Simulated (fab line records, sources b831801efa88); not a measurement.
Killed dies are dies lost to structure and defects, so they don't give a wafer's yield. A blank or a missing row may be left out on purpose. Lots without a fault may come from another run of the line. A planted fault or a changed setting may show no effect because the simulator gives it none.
A struck lot beside a sound one | flow sky130 | 33 steps out of a route of 708
Sound: wafers L339.3, L339.5, L339.6. Struck: wafers L333.2, L333.5, L333.6. The cause comes at the end.
At each step with rows: each side's tool, then ch and its chambers, then its first start. Under that, the readings that differ: sound wafers | struck wafers | difference of the means | sigmas: that difference in standard deviations of wafers without a fault.
alike: readings whose means differ by less than 2 such deviations, and words and numbers that are the same on both sides. not compared: withheld readings, readings that some wafer has no value for, bounds like >300 that may hide the same value, and numbers for which the record gives no deviation and whose values overlap.
The two part at a step that has a row with sigmas, a row that says differs or no value, or rows on one side only. Numbers that don't overlap but have no deviation are shown without sigmas and don't part them. A reading that every wafer of one side lacks parts them only if that side has two wafers or more.

first, 5 steps without rows for these wafers: SKY_POLY_CUT_COAT_03 (resist thk 450 nm); SKY_POLY_CUT_SOFTBAKE_04 (time 90 s); SKY_POLY_CUT_EXPOSE_05 (exposes mask NPCM, target cd 270 nm); SKY_POLY_CUT_PEB_06; SKY_POLY_CUT_DEVELOP_07 (develop time 60 s).
SKY_POLY_CUT_CD_MEAS_08: target cd 270 nm.
  sound on cd_sem-01, day 31 07:02; struck on cd_sem-02, day 29 14:04
  alike: cd_nm
SKY_POLY_CUT_OVL_MEAS_09:
  sound on overlay-01, day 31 07:07; struck on overlay-01, day 29 14:11
  alike: POLY_CUT_OVL
SKY_POLY_CUT_ETCH_10: etches BARC in N2/H2, stops on SiO2, time 45.9 s, target depth 60 nm.
  sound on rie_diel-03 ch 0,1,3, day 31 07:08; struck on rie_diel-04 ch 1,2, day 29 14:13
  alike: bias_w, drypump_motor_current_A, n2_flow_sccm, oes_product_au, throttle_valve_pct
  not compared: rf_hours_counter_h
SKY_POLY_CUT_ETCH_11: etches Si3N4 in CF4/CH2F2/Ar, stops on poly-Si, time 42.5 s, target depth 60 nm.
  sound on rie_diel-03 ch 0,1,3, day 31 07:11; struck on rie_diel-04 ch 1,2, day 29 14:15
  alike: bias_w, drypump_motor_current_A, oes_product_au, throttle_valve_pct
  not compared: rf_hours_counter_h
SKY_POLY_CUT_STRIP_12: strips in O2/N2.
  sound on plasma_asher-04 ch 0,1, day 31 07:16; struck on plasma_asher-02 ch 0,1, day 29 14:17
  reading                     | sound             | struck            | difference | sigmas
  drypump_motor_current_A (A) | 5.1 5.2 5.1       | 6.0 5.9 6.0       | +0.8       | +3
  n2_flow_sccm (sccm)         | 297.4 299.0 299.9 | 301.2 300.7 300.8 | +2.1       | +2
  alike: oes_product_au, strip_time_to_endpoint_s
  not compared: rf_hours_counter_h
then, 2 steps without rows for these wafers: SKY_SD_P_DEHYDRATE_00 (time 60 s); SKY_SD_P_HMDS_01 (prime time 60 s).
SKY_SD_P_COAT_02: resist thk 1140 nm.
  sound on litho_track-04 ch 0, day 31 20:44; struck on litho_track-04, day 30 04:43
  no value came back on the struck wafers for chill_plate_temp_C (C), dispense_pressure_kPa (kPa); on the sound wafers chill_plate_temp_C (C) reads 22.91 22.98 22.88
then, 4 steps without rows for these wafers: SKY_SD_P_SOFTBAKE_03 (time 60 s); SKY_SD_P_EXPOSE_04 (exposes mask PSDM, target cd 380 nm); SKY_SD_P_PEB_05; SKY_SD_P_DEVELOP_06 (develop time 60 s).
SKY_SD_P_CD_MEAS_07: target cd 380 nm.
  sound on cd_sem-01, day 32 10:44; struck on cd_sem-02, day 30 18:48
  reading    | sound             | struck | difference                    | sigmas
  cd_nm (nm) | 379.9 379.4 379.5 | - - -  | no value on the struck wafers |
SKY_SD_P_OVL_MEAS_08:
  sound on overlay-02, day 32 10:50; struck on overlay-01, day 30 18:55
  reading       | sound       | struck | difference                    | sigmas
  SD_P_OVL (nm) | 3.1 2.1 2.8 | - - -  | no value on the struck wafers |
then, 1 step without rows for these wafers: SKY_SD_P_IMPLANT_09.
SKY_SD_P_STRIP_10: strips in O2/N2.
  sound on plasma_asher-02 ch 0,1, day 32 11:02; struck on plasma_asher-01 ch 0,1, day 30 19:05
  no value came back on the struck wafers for oes_product_au (a.u.), strip_time_to_endpoint_s (s); on the sound wafers oes_product_au (a.u.) reads 0.613 0.617 0.618
  alike: drypump_motor_current_A, n2_flow_sccm
  not compared: rf_hours_counter_h
SKY_SD_P_TW_MEAS_11:
  sound on film_metro-02, day 32 11:08; struck on film_metro-04, day 30 19:12
  alike: SD_P_TW
then, 8 steps without rows for these wafers: SKY_RES_XHIGH_DEHYDRATE_00 (time 60 s); SKY_RES_XHIGH_HMDS_01 (prime time 60 s); SKY_RES_XHIGH_COAT_02 (resist thk 1140 nm); SKY_RES_XHIGH_SOFTBAKE_03 (time 60 s); SKY_RES_XHIGH_EXPOSE_04 (exposes mask URPM, target cd 1270 nm); SKY_RES_XHIGH_PEB_05; SKY_RES_XHIGH_DEVELOP_06 (develop time 60 s); SKY_RES_XHIGH_IMPLANT_07.
SKY_RES_XHIGH_STRIP_08: strips in O2/N2.
  sound on plasma_asher-01 ch 0,1, day 33 13:28; struck on plasma_asher-04 ch 0,1, day 31 22:41
  alike: drypump_motor_current_A, n2_flow_sccm, oes_product_au, strip_time_to_endpoint_s
  not compared: rf_hours_counter_h
SKY_RES_XHIGH_TW_MEAS_09:
  sound on film_metro-04, day 33 13:33; struck on film_metro-04, day 31 22:47
  reading      | sound          | struck         | difference | sigmas
  RES_XHIGH_TW | 1630 1633 1635 | 2884 2892 2891 | +1256      | +84
then, 1 step without rows for these wafers: SKY_SD_N_DEHYDRATE_00 (time 60 s).

WHERE THEY PART
First at SKY_POLY_CUT_STRIP_12; last, within this record, at SKY_RES_XHIGH_TW_MEAS_09.

WHY: what the simulator had put in
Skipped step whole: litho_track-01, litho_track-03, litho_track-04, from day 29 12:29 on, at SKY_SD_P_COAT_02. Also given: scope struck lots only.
